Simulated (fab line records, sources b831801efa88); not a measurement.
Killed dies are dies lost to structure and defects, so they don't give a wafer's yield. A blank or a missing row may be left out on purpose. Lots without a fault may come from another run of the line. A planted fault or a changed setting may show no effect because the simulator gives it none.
Which tool did it? | flow sky130 | 12 lots, 36 wafers sampled, at 5 steps of a route of 708

WHAT THE GAUGES READ, wafer by wafer
SKY_GATE_OXIDE_THK_MEAS_02. Usual: GATE_OXIDE_OXIDATION_00_THK 10.12 nm, standard deviation 0.19.
lot  | measured     | on            | GATE_OXIDE_OXIDATION_00_THK (nm) | flag
L852 | day 13 06:23 | film_metro-02 | 9.96 10.08 9.96                  |
L853 | day 13 07:50 | film_metro-02 | 10.22 10.25 10.07                |
L854 | day 13 16:47 | film_metro-02 | 9.97 10.17 10.08                 |
L860 | day 16 01:07 | film_metro-02 | 10.23 10.16 10.28                |
L863 | day 16 22:27 | film_metro-01 | 10.16 10.04 10.17                |
L864 | day 17 02:24 | film_metro-03 | 10.50 10.55 10.51                |
L866 | day 17 23:35 | film_metro-02 | 10.28 10.25 10.40                |
L867 | day 18 09:38 | film_metro-03 | 10.02 9.89 9.98                  |
L871 | day 19 09:52 | film_metro-03 | 9.86 9.93 9.80                   |
L872 | day 19 14:35 | film_metro-03 | 10.01 10.01 9.92                 |
L873 | day 20 05:28 | film_metro-02 | 9.86 9.87 10.03                  |
L874 | day 20 16:38 | film_metro-01 | 9.72 9.71 9.58                   |

SKY_RES_PROTECT_TW_MEAS_08. Usual: POLY_GATE_TW 4077, standard deviation 20.
lot  | measured     | on            | POLY_GATE_TW   | flag
L852 | day 15 14:31 | film_metro-04 | 4084 4084 4087 |
L853 | day 15 15:32 | film_metro-04 | 4081 4094 4088 |
L854 | day 15 23:31 | film_metro-03 | 4053 4063 4052 |
L860 | day 18 13:40 | film_metro-01 | 4038 4051 4065 |
L863 | day 19 11:50 | film_metro-04 | 4071 4072 4081 |
L864 | day 19 16:04 | film_metro-04 | 4083 4081 4072 |
L866 | day 20 14:47 | film_metro-01 | 4074 4090 4074 |
L867 | day 21 02:34 | film_metro-01 | 4060 4084 4078 |
L871 | day 22 01:18 | film_metro-04 | 4060 4057 4059 |
L872 | day 22 06:16 | film_metro-01 | 4038 4091 4084 |
L873 | day 22 20:45 | film_metro-01 | 4049 4059 4042 |
L874 | day 24 10:58 | film_metro-03 | 4086 4085 4075 |

SKY_LDD_HVN_TW_MEAS_10. Usual: LDD_HVN_TW 1455, standard deviation 7.2.
lot  | measured     | on            | LDD_HVN_TW     | flag
L852 | day 20 18:23 | film_metro-04 | 1460 1469 1455 |
L853 | day 20 19:22 | film_metro-03 | 1460 1460 1447 |
L854 | day 21 03:49 | film_metro-02 | 1459 1453 1461 |
L860 | day 23 18:54 | film_metro-03 | 1460 1456 1445 |
L863 | day 24 16:48 | film_metro-03 | 1172 1180 1178 | OFF
L864 | day 24 20:40 | film_metro-03 | 1176 1179 1181 | OFF
L866 | day 25 18:10 | film_metro-03 | 1462 1467 1460 |
L867 | day 26 06:04 | film_metro-03 | 1446 1442 1445 |
L871 | day 27 03:41 | film_metro-04 | 1458 1459 1459 |
L872 | day 27 09:14 | film_metro-04 | 1463 1461 1453 |
L873 | day 27 22:07 | film_metro-02 | 1450 1453 1441 |
L874 | day 29 13:15 | film_metro-04 | 1455 1461 1462 |

WHICH TOOL RAN EACH LOT (tool, then ch and the chambers of the sampled wafers, then the start)
lot  | SKY_POLY_GATE_STRIP_18               | SKY_LDD_HVN_IMPLANT_08
L852 | plasma_asher-04 ch 1, day 16 21:04   | implanter-04 ch 0, day 20 18:08
L853 | plasma_asher-03 ch 0,1, day 16 22:47 | implanter-02 ch 0, day 20 19:10
L854 | plasma_asher-02 ch 0,1, day 17 05:11 | implanter-02 ch 0, day 21 03:34
L860 | plasma_asher-04 ch 0,1, day 19 22:04 | implanter-02 ch 0, day 23 18:40
L863 | plasma_asher-03 ch 0,1, day 20 20:06 | implanter-04 ch 0, day 24 16:34
L864 | plasma_asher-03 ch 0,1, day 21 00:29 | implanter-04 ch 0, day 24 20:25
L866 | plasma_asher-02 ch 0,1, day 21 22:31 | implanter-02 ch 0, day 25 17:56
L867 | plasma_asher-04 ch 0,1, day 22 10:12 | implanter-02 ch 0, day 26 05:49
L871 | plasma_asher-04 ch 0, day 23 08:14   | implanter-02 ch 0, day 27 03:26
L872 | plasma_asher-02 ch 0,1, day 23 13:12 | implanter-01 ch 0, day 27 08:59
L873 | plasma_asher-03 ch 0,1, day 24 03:42 | implanter-02 ch 0, day 27 21:52
L874 | plasma_asher-03 ch 0,1, day 25 18:37 | implanter-01 ch 0, day 29 13:01
- SKY_POLY_GATE_STRIP_18: strips in O2/N2.
- SKY_LDD_HVN_IMPLANT_08

WHAT THE TOOLS THEMSELVES READ (means of the sampled wafers that have a number; where no wafer has one, the mark that the record gives instead)
SKY_POLY_GATE_STRIP_18. Usual: chamber_pressure_mTorr 1499.9 mTorr, standard deviation 1.4; drypump_motor_current_A 5.9 A, standard deviation 0.37; oes_product_au 0.361 a.u., standard deviation 0.0048; strip_time_to_endpoint_s 3.17 s, standard deviation 0.034.
lot  | tool            | chamber_pressure_mTorr (mTorr) | drypump_motor_current_A (A) | oes_product_au (a.u.) | strip_time_to_endpoint_s (s) | flag
L852 | plasma_asher-04 | 1499.9                         | 5.3                         | 0.362                 | 3.18                         |
L853 | plasma_asher-03 | 1500.1                         | 5.8                         | 0.360                 | 3.20                         |
L854 | plasma_asher-02 | 1499.9                         | 6.2                         | 0.362                 | 3.17                         |
L860 | plasma_asher-04 | 1499.1                         | 5.7                         | 0.361                 | 3.18                         |
L863 | plasma_asher-03 | 1500.7                         | 6.1                         | 0.364                 | 3.19                         |
L864 | plasma_asher-03 | 1500.2                         | 5.8                         | 0.358                 | 3.17                         |
L866 | plasma_asher-02 | 1500.1                         | 6.2                         | 0.366                 | 3.17                         |
L867 | plasma_asher-04 | 1498.5                         | 5.5                         | 0.363                 | 3.19                         |
L871 | plasma_asher-04 | 1499.6                         | 5.9                         | 0.362                 | 3.18                         |
L872 | plasma_asher-02 | 1500.2                         | 6.2                         | 0.363                 | 3.18                         |
L873 | plasma_asher-03 | 1499.3                         | 5.8                         | 0.357                 | 3.16                         |
L874 | plasma_asher-03 | 1501.0                         | 5.8                         | 0.354                 | 3.12                         |

SKY_LDD_HVN_IMPLANT_08. Usual: dose_ions_cm2 2.999e+13, standard deviation 3.3e+10; faraday_current_uA 169, standard deviation 3.9.
lot  | tool         | dose_ions_cm2 | faraday_current_uA | flag
L852 | implanter-04 | 2.999e+13     | 168                |
L853 | implanter-02 | 3.001e+13     | 166                |
L854 | implanter-02 | 2.999e+13     | 169                |
L860 | implanter-02 | 2.999e+13     | 167                |
L863 | implanter-04 | 1.550e+13     | 85                 | OFF
L864 | implanter-04 | 1.554e+13     | 87                 | OFF
L866 | implanter-02 | 2.998e+13     | 171                |
L867 | implanter-02 | 2.995e+13     | 173                |
L871 | implanter-02 | 2.999e+13     | 172                |
L872 | implanter-01 | 3.000e+13     | 166                |
L873 | implanter-02 | 2.998e+13     | 168                |
L874 | implanter-01 | 2.997e+13     | 167                |

THE ANSWER, worked out from the rows above alone
Rule: a lot is off if the mean of its wafers that have a number lies more than 3 standard deviations from the usual mean. A lot without any number at a reading at which 4 lots or more have one is off too. The other lots that the step has rows for count as sound. The gauges are gone through in route order, then the tools' own readings, and for those a lot's mean is taken as printed above. The first step at which some lot is off is used, and at that step the reading that is off furthest; a lot without a number counts as furthest.
Off: L863, L864, at SKY_LDD_HVN_TW_MEAS_10 (LDD_HVN_TW).
A tool fits if, at a process step before that reading, it ran every lot that is off, and no sound lot after the first of them. The gauges at SKY_LDD_HVN_TW_MEAS_10 aren't tried: what is off there is off at SKY_LDD_HVN_IMPLANT_08 too, on other tools, and a gauge's error can't cause that. One fits: implanter-04 at SKY_LDD_HVN_IMPLANT_08. Its last sound lot is L852 (day 20 18:08), its first lot that is off L863 (day 24 16:34): a fault that began between those two fits.
The tool's own readings at SKY_LDD_HVN_IMPLANT_08 bear it out: on the lots that are off they differ by more than 5 times the standard deviation of the sound lots' means. dose_ions_cm2 reads 1.552e+13 there against 2.998e+13 on the sound lots; faraday_current_uA reads 86 there against 169 on the sound lots.

WHAT THE SIMULATOR HAD PUT IN
Process parameter drift: implanter-04, from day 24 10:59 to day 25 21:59, at SKY_LDD_HVN_IMPLANT_08. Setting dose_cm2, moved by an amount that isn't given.
Lots struck among those shown: L863, L864. The rule above found the same.
